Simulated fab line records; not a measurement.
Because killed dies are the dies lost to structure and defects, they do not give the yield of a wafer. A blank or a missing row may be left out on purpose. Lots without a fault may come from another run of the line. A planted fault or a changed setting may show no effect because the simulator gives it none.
A single fault, viewed from 2 desks :: flow sky130 :: each desk holds nothing but its own numbers, with what lay behind them at the end

## THE METROLOGY DESK
What the gauges read, lot by lot, whatever tool the lot ran on: means of the sampled wafers that have a number. Marked OUT: a lot whose mean sits more than 4 standard deviations from the usual mean, which makes it out of limits; the brackets give that distance.
Columns: A = GATE_OXIDE_TW at SKY_GATE_OXIDE_TW_MEAS_14, usual 224.9; B = POLY_GATE_TW at SKY_RES_PROTECT_TW_MEAS_08, usual 4017; C = CONTACT_HDPCVD_THK at SKY_CONTACT_THK_MEAS_03, usual 561 nm
lot: L903
first seen here: day 13 23:55
A: 225.3
B: 4038
C: 569

lot: L904
first seen here: day 14 05:11
A: 224.0
B: 4053
C: 562

lot: L907
first seen here: day 15 10:32
A: 225.8
B: 4012
C: 563

lot: L908
first seen here: day 15 12:07
A: 223.9
B: 3988
C: 562

lot: L909
first seen here: day 15 20:33
A: 226.0
B: 4036
C: 561

lot: L916
first seen here: day 18 18:19
A: 226.2
B: 4042
C: 516 (-8.7) OUT

lot: L918
first seen here: day 19 07:19
A: 225.8
B: 3999
C: 537 (-4.6) OUT

lot: L922
first seen here: day 20 15:40
A: 224.3
B: 4064
C: 553

lot: L923
first seen here: day 21 05:12
A: 226.1
B: 3989
C: 561

lot: L924
first seen here: day 22 04:13
A: 224.6
B: 4026
C: 569

lot: L926
first seen here: day 22 05:16
A: 225.1
B: 4022
C: 558

lot: L925
first seen here: day 22 06:43
A: 225.5
B: 4011
C: 557
This desk's result: L916, L918 out of limits, first on L916 (CONTACT_HDPCVD_THK at SKY_CONTACT_THK_MEAS_03), day 35 00:11. L903, L904, L907, L908, L909, L922, L923, L924, L926, L925 stayed within limits.

## THE TOOL OWNER'S DESK: hdpcvd-02
The tool's own readings at SKY_CONTACT_HDPCVD_02 (deposits SiO2, target thk 565 nm, time 94.2 s): means of the sampled wafers that have a number, for each lot that ran on this tool. Marked OUT: a lot whose mean sits more than 4 standard deviations from the usual mean, which makes it out of limits; the brackets give that distance.
Columns: A = run_length_s at SKY_CONTACT_HDPCVD_02, usual 122.1 s
lot: L904
first seen here: day 30 19:10
A: 121.8

lot: L916
first seen here: day 35 00:05
A: 115.0 (-14) OUT

lot: L918
first seen here: day 35 12:02
A: 118.9 (-6.4) OUT

lot: L924
first seen here: day 37 23:37
A: 122.2
This desk's verdict: out of limits on L916, L918, starting with L916 at day 35 00:05 (run_length_s at SKY_CONTACT_HDPCVD_02). L904, L924 stayed within limits.

## ALL TOGETHER
On L916, L918, at day 35 00:05, an alarm was possible from the tool owner's desk.
The metrology desk could have raised an alarm at day 35 00:11, on L916, L918.
Every lot named ran SKY_CONTACT_HDPCVD_02 on hdpcvd-02.

## WHAT THE SIMULATOR HAD PUT IN
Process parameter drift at SKY_CONTACT_HDPCVD_02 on hdpcvd-02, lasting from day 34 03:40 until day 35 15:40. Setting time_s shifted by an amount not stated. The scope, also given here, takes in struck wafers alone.
Struck lots among those shown: L916, L918.
Counting hours from when the fault started, the first reading out of limits came at 20 for the tool owner's desk and at 21 for the metrology desk.
